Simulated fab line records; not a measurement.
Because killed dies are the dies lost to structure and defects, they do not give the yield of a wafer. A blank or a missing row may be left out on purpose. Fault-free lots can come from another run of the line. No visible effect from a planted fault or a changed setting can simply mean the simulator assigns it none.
Which tool did it? ; flow sky130 ; 39 wafers from 13 lots sampled at 5 of the route's 708 steps

== WHAT THE GAUGES SHOWED, per wafer ==
SKY_GATE_OXIDE_THK_MEAS_02. Usual: GATE_OXIDE_OXIDATION_00_THK typically reads 10.26 nm, with standard deviation 0.2.
lot;measured;on;GATE_OXIDE_OXIDATION_00_THK (nm);flag
L742;day 13 15:53;film_metro-03;10.31 10.57 10.35;
L743;day 13 22:52;film_metro-04;10.25 10.24 10.53;
L745;day 14 05:44;film_metro-01;10.06 10.23 10.24;
L746;day 14 22:04;film_metro-01;10.06 10.24 10.05;
L747;day 14 22:04;film_metro-04;10.34 10.33 10.36;
L749;day 15 12:03;film_metro-01;10.32 10.27 10.17;
L751;day 16 08:50;film_metro-04;10.52 10.47 10.60;
L757;day 18 13:38;film_metro-04;9.92 10.21 10.17;
L758;day 18 22:13;film_metro-01;10.30 10.48 10.51;
L759;day 19 08:50;film_metro-01;10.31 9.88 9.93;
L760;day 19 19:17;film_metro-01;10.16 9.94 10.32;
L761;day 20 02:31;film_metro-04;10.00 10.06 10.09;
L762;day 20 04:52;film_metro-04;10.14 10.11 10.21;

SKY_POLY_GATE_THK_MEAS_04. Usual: POLY_GATE_CVD_03_THK typically reads 74.7 nm, with standard deviation 0.73.
lot;measured;on;POLY_GATE_CVD_03_THK (nm);flag
L742;day 16 02:30;film_metro-01;74.9 74.3 74.5;
L743;day 16 12:34;film_metro-01;75.8 75.6 75.7;
L745;day 16 16:02;film_metro-01;75.1 74.9 75.5;
L746;day 17 11:04;film_metro-01;73.5 73.3 73.2;
L747;day 17 09:43;film_metro-03;74.3 73.9 74.7;
L749;day 18 05:14;film_metro-02;74.0 74.2 73.9;
L751;day 19 00:37;film_metro-02;73.4 74.2 74.2;
L757;day 21 09:07;film_metro-01;74.3 74.7 74.8;
L758;day 21 17:32;film_metro-02;74.0 74.4 74.2;
L759;day 22 03:02;film_metro-03;75.6 74.7 75.4;
L760;day 22 13:05;film_metro-03;74.9 74.7 74.3;
L761;day 22 20:41;film_metro-01;75.3 75.0 75.6;
L762;day 22 23:25;film_metro-03;75.0 75.4 74.8;

SKY_POLY_GATE_THK_MEAS_21. Usual: POLY_GATE_OXIDATION_THK typically reads 3.95 nm, with standard deviation 0.078.
lot;measured;on;POLY_GATE_OXIDATION_THK (nm);flag
L742;day 17 10:13;film_metro-03;3.94 3.93 3.92;
L743;day 17 19:53;film_metro-03;3.99 3.97 4.05;
L745;day 17 22:38;film_metro-03;3.93 3.94 3.98;
L746;day 18 19:08;film_metro-02;3.96 3.91 3.91;
L747;day 18 19:08;film_metro-03;3.89 3.82 3.88;
L749;day 19 13:08;film_metro-01;3.89 3.82 3.91;
L751;day 20 11:44;film_metro-01;4.02 3.92 4.05;
L757;day 22 17:17;film_metro-02;3.96 4.08 4.02;
L758;day 23 01:44;film_metro-02;3.98 3.97 4.06;
L759;day 23 11:43;film_metro-01;4.00 3.96 4.04;
L760;day 23 21:18;film_metro-03;3.99 3.98 3.94;
L761;day 24 04:37;film_metro-03;3.97 3.98 3.95;
L762;day 24 07:31;film_metro-03;4.14 4.03 4.04;

SKY_LDD_HVP_TW_MEAS_10. Usual: LDD_HVP_TW typically reads 459.8, with standard deviation 1.9.
lot;measured;on;LDD_HVP_TW;flag
L742;day 22 13:01;film_metro-02;460.9 458.8 457.7;
L743;day 23 00:14;film_metro-01;460.1 460.0 462.7;
L745;day 23 01:44;film_metro-04;457.2 459.5 460.4;
L746;day 24 00:22;film_metro-02;460.6 458.0 459.3;
L747;day 23 22:04;film_metro-01;457.8 459.9 458.0;
L749;day 24 17:29;film_metro-02;438.5 437.9 438.9;OFF
L751;day 25 15:34;film_metro-02;435.9 437.2 435.7;OFF
L757;day 27 17:55;film_metro-02;459.6 458.4 459.2;
L758;day 28 01:22;film_metro-02;460.8 457.1 457.9;
L759;day 28 11:25;film_metro-02;458.3 461.2 461.2;
L760;day 28 18:46;film_metro-02;459.7 461.1 462.6;
L761;day 29 02:40;film_metro-01;458.3 462.3 458.7;
L762;day 29 04:49;film_metro-01;463.1 459.3 462.5;

== EACH LOT AND THE TOOL THAT RAN IT (in order: tool; ch and the chambers of the sampled wafers; start) ==
lot;SKY_LDD_HVP_IMPLANT_08
L742;implanter-04 ch 0, day 22 12:46
L743;implanter-02 ch 0, day 23 00:00
L745;implanter-02 ch 0, day 23 01:30
L746;implanter-01 ch 0, day 24 00:08
L747;implanter-02 ch 0, day 23 21:50
L749;implanter-02 ch 0, day 24 17:15
L751;implanter-02 ch 0, day 25 15:20
L757;implanter-01 ch 0, day 27 17:41
L758;implanter-04 ch 0, day 28 01:08
L759;implanter-02 ch 0, day 28 11:10
L760;implanter-01 ch 0, day 28 18:31
L761;implanter-01 ch 0, day 29 02:25
L762;implanter-02 ch 0, day 29 04:34
- SKY_LDD_HVP_IMPLANT_08

== AS READ BY THE TOOLS THEMSELVES (means over the sampled wafers that have a number; for cases with no such wafer, the mark the record gives instead) ==
SKY_LDD_HVP_IMPLANT_08. Usual: dose_ions_cm2 1.7003e+13, standard deviation 1.6e+10; faraday_current_uA 95.7, standard deviation 1.9.
lot;tool;dose_ions_cm2;faraday_current_uA;flag
L742;implanter-04;1.7015e+13;95.1;
L743;implanter-02;1.6986e+13;94.8;
L745;implanter-02;1.6995e+13;94.8;
L746;implanter-01;1.7010e+13;95.4;
L747;implanter-02;1.7004e+13;95.6;
L749;implanter-02;1.4648e+13;83.3;OFF
L751;implanter-02;1.4668e+13;81.5;OFF
L757;implanter-01;1.6994e+13;98.9;
L758;implanter-04;1.7006e+13;95.9;
L759;implanter-02;1.7013e+13;96.1;
L760;implanter-01;1.7012e+13;95.6;
L761;implanter-01;1.6991e+13;97.0;
L762;implanter-02;1.7026e+13;97.2;

== THE ANSWER, worked out from the rows above alone ==
Rule: lot off if the mean of its wafers having a number is beyond 3 standard deviations from the usual mean. A lot without any number at a reading at which 4 lots or more have one is off too. Where the step has rows for the other lots, those lots are counted as sound. Order of review: gauges by route order, followed by the tools' own readings, for which a lot's mean as printed above is used. The first step at which some lot is off is used, and at that step the reading that is off furthest; a lot without a number counts as furthest.
Off: at SKY_LDD_HVP_TW_MEAS_10 (LDD_HVP_TW), L749, L751.
A tool fits if, at a process step before that reading, it ran every lot that is off, and no sound lot after the first of them. Not tried: the gauges at SKY_LDD_HVP_TW_MEAS_10; whatever is off there is also off at SKY_LDD_HVP_IMPLANT_08, on other tools, and gauge error can't account for it. Not one of the candidates tried fits.

== WHAT THE SIMULATOR PUT IN ==
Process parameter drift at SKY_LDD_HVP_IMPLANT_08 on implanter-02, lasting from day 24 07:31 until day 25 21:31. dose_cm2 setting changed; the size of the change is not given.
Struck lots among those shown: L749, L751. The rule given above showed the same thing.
